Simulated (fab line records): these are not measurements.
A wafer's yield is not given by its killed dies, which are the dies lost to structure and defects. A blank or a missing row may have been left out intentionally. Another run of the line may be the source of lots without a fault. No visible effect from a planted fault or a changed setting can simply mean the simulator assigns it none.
Struck lot and sound lot, side by side -- flow sfqLine -- 14 out of 325 route steps
Sound: wafers L683.1, L683.3, L683.5. Wafers L677.3, L677.4, L677.5 were the ones struck. The cause is given at the end.
Each step with rows lists, per side, the tool, then ch with its chambers, then its first start. Under that, the readings that differ: sound wafers -- struck wafers -- difference of the means -- sigmas: that difference in standard deviations of wafers without a fault.
alike: same words and numbers on both sides, and readings whose means sit less than 2 such deviations apart. not compared: any withheld reading, any reading some wafer has no value for, any bound like >300 that may hide the same value, and any number with overlapping values for which the record gives no deviation.
A row with sigmas, a row that says differs or no value, or rows on one side alone: a step with any of these is where the two part. Numbers that don't overlap but have no deviation are shown without sigmas and don't part them. A reading that every wafer of one side lacks parts them only if that side has two wafers or more.

SFQ_M4_OVL_MEAS_926:
  struck on overlay-01, day 35 13:19; sound on overlay-02, day 37 03:25
  alike: M4_OVL
SFQ_TRILAYER_M4_BARC_OPEN_METAL_ETCH_123: etches BARC in O2, target depth 125 nm, time 41.7 s.
  sound on rieMetal-04 ch 0,1, day 37 03:27; struck on rieMetal-04 ch 0,1, day 35 13:22
  alike: drypumpMotorCurrentA, heBacksideLeakSccm, oesProductAu
  not compared: rfHoursCounterH
SFQ_TRILAYER_M4_ETCH_METAL_ETCH_096: etches Nb in Cl2/Ar, stops on SiO2, target depth 240 nm, time 120 s.
  sound on rieMetal-04 ch 0,1, day 37 03:31; struck on rieMetal-04 ch 0,1, day 35 13:27
  alike: drypumpMotorCurrentA, heBacksideLeakSccm, oesProductAu
  not compared: rfHoursCounterH
SFQ_TRILAYER_M4_STRIP_STRIP_097: strips in O2.
  sound on rieMetal-04 ch 0,1, day 37 03:38; struck on rieMetal-04 ch 0,1, day 35 13:44
  alike: drypumpMotorCurrentA, heBacksideLeakSccm, oesProductAu
  not compared: rfHoursCounterH
then, 1 step without rows for these wafers: SFQ_TRILAYER_M4_STRIP_SOLV_CLEAN_098 (cleans in NMP, time 600 s).
SFQ_TRILAYER_I4_DEP_PECVD_099: deposits SiO2 from SiH4/N2O, time 111.11 s, target thk 500 nm.
  sound on pecvd-03 ch 0,1,2, day 37 04:35; struck on pecvd-01 ch 0,1, day 35 14:20
  alike: heaterPowerW, throttleValvePct
  not compared: sinceWetCleanH
SFQ_TRILAYER_I4_CMP_CMP_100: polishes SiO2.
  sound on cmp-01 ch 0,1, day 39 01:24; struck on cmp-01 ch 2,3, day 37 13:24
  alike: headPressurePsi, motorCurrentA, timeToEndpointS
SFQ_I4_BOW_MEAS_927:
  struck on filmMetro-04, day 37 15:56; sound on filmMetro-04, day 39 03:54
  alike: I4_BOW
then, 4 steps without rows for these wafers: SFQ_TRILAYER_I4_METRO_MEASURE_101; SFQ_TRILAYER_I4_VIA_LITHO_COAT_108 (resist thk 62 nm); SFQ_TRILAYER_I4_VIA_LITHO_COAT_103 (resist thk 650 nm); SFQ_TRILAYER_I4_VIA_LITHO_SOFTBAKE_107.
-- the record jumps here: 4 days lie between the struck wafers' starts before and after --
SFQ_TRILAYER_I4_VIA_LITHO_EXPOSE_104: exposes mask I4, target cd 700 nm.
  sound on krfScanner-01 ch 0, day 44 05:27; struck on krfScanner-01, day 41 12:22
  no value came back on the struck wafers for exposureDoseMJCm2, focusOffsetNm (nm), na; on the sound wafers exposureDoseMJCm2 reads 21.298 21.311 21.320
  alike: mask
then, 1 step without rows for these wafers: SFQ_TRILAYER_I4_VIA_LITHO_PEB_106 (peb time 60 s).

WHERE THEY PART
Only at SFQ_TRILAYER_I4_VIA_LITHO_EXPOSE_104, within this record.

WHY: what the simulator had put in
Beginning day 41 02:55, the whole step at SFQ_TRILAYER_I4_VIA_LITHO_EXPOSE_104 was skipped on krfScanner-01. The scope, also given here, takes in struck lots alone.
